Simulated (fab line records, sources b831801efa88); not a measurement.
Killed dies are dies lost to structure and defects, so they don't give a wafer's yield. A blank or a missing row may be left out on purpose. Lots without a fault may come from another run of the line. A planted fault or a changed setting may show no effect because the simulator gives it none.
One fault seen from 2 desks | flow sky130 | each desk has only its own numbers; what lay behind them comes last

THE METROLOGY DESK
What the gauges read, lot by lot, whatever tool the lot ran on: means of the sampled wafers that have a number. A lot is out of limits, marked OUT, if its mean lies more than 4 standard deviations from the usual mean; the brackets give that distance.
Columns: A = CONTACT_BOW at SKY_CONTACT_BOW_MEAS_05, usual 81 um
lot  | first seen here | A
L648 | day 31 02:41    | 81
L650 | day 31 07:43    | 85
L651 | day 31 08:41    | 84
L652 | day 31 15:08    | 86
L655 | day 33 03:21    | 87
L658 | day 34 03:13    | 78
L657 | day 34 09:19    | 89
L659 | day 34 13:22    | 77
L661 | day 35 06:13    | 78
L669 | day 37 03:03    | 85
L670 | day 37 15:27    | 85
L671 | day 37 19:35    | 78
This desk's finding: nothing out of limits on any of the 12 lots.

THE TOOL OWNER'S DESK: rie_metal-03
The tool's own readings at SKY_LOCAL_INTERCONNECT_ETCH_13 (etches BARC in N2/H2, stops on SiO2, time 45.9 s, target depth 60 nm): means of the sampled wafers that have a number, for each lot that ran on this tool. A lot is out of limits, marked OUT, if its mean lies more than 4 standard deviations from the usual mean; the brackets give that distance.
Columns: A = bias_w at SKY_LOCAL_INTERCONNECT_ETCH_13, usual 100.05 W; B = drypump_motor_current_A at SKY_LOCAL_INTERCONNECT_ETCH_13, usual 6.1 A; C = oes_product_au at SKY_LOCAL_INTERCONNECT_ETCH_13, usual 0.855 a.u.; D = rf_fwd_power_W at SKY_LOCAL_INTERCONNECT_ETCH_13, usual 495.5 W; E = throttle_valve_pct at SKY_LOCAL_INTERCONNECT_ETCH_13, usual 13.224 %
lot  | first seen here | A                | B   | C     | D     | E
L648 | day 31 01:26    | 99.83            | 6.3 | 0.853 | 494.9 | 13.230
L650 | day 31 06:29    | 100.11           | 6.4 | 0.855 | 494.7 | 13.228
L655 | day 33 01:50    | 99.79            | 6.3 | 0.857 | 494.1 | 13.229
L658 | day 34 01:59    | 100.33           | 6.4 | 0.861 | 495.7 | 13.228
L657 | day 34 08:05    | 97.98 (-8.0) OUT | 6.3 | 0.859 | 492.4 | 13.225
L659 | day 34 12:08    | 97.87 (-8.4) OUT | 6.3 | 0.851 | 494.3 | 13.214
L661 | day 35 04:56    | 98.17 (-7.2) OUT | 6.3 | 0.850 | 496.6 | 13.224
L670 | day 37 14:13    | 100.49           | 6.4 | 0.857 | 493.7 | 13.226
L671 | day 37 18:20    | 100.20           | 6.3 | 0.855 | 495.5 | 13.234
This desk's finding: out of limits on L657, L659, L661; first on L657, day 34 08:05 (bias_w at SKY_LOCAL_INTERCONNECT_ETCH_13). In limits: L648, L650, L655, L658, L670, L671.

PUT TOGETHER
The tool owner's desk could have raised an alarm at day 34 08:05, on L657, L659, L661.
The metrology desk saw nothing out of limits.
The metrology desk has L657, L659, L661 on record, within its limits.
Of the lots named, all ran SKY_LOCAL_INTERCONNECT_ETCH_13 on rie_metal-03.

WHAT THE SIMULATOR HAD PUT IN
Process parameter drift: rie_metal-03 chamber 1, from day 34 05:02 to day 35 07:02, at SKY_LOCAL_INTERCONNECT_ETCH_13. Setting bias_w, moved by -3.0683, from 100. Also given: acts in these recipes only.
Lots struck among those shown: L657, L659, L661.
Hours from the fault's start to each desk's first reading out of limits: the tool owner's desk, 3.
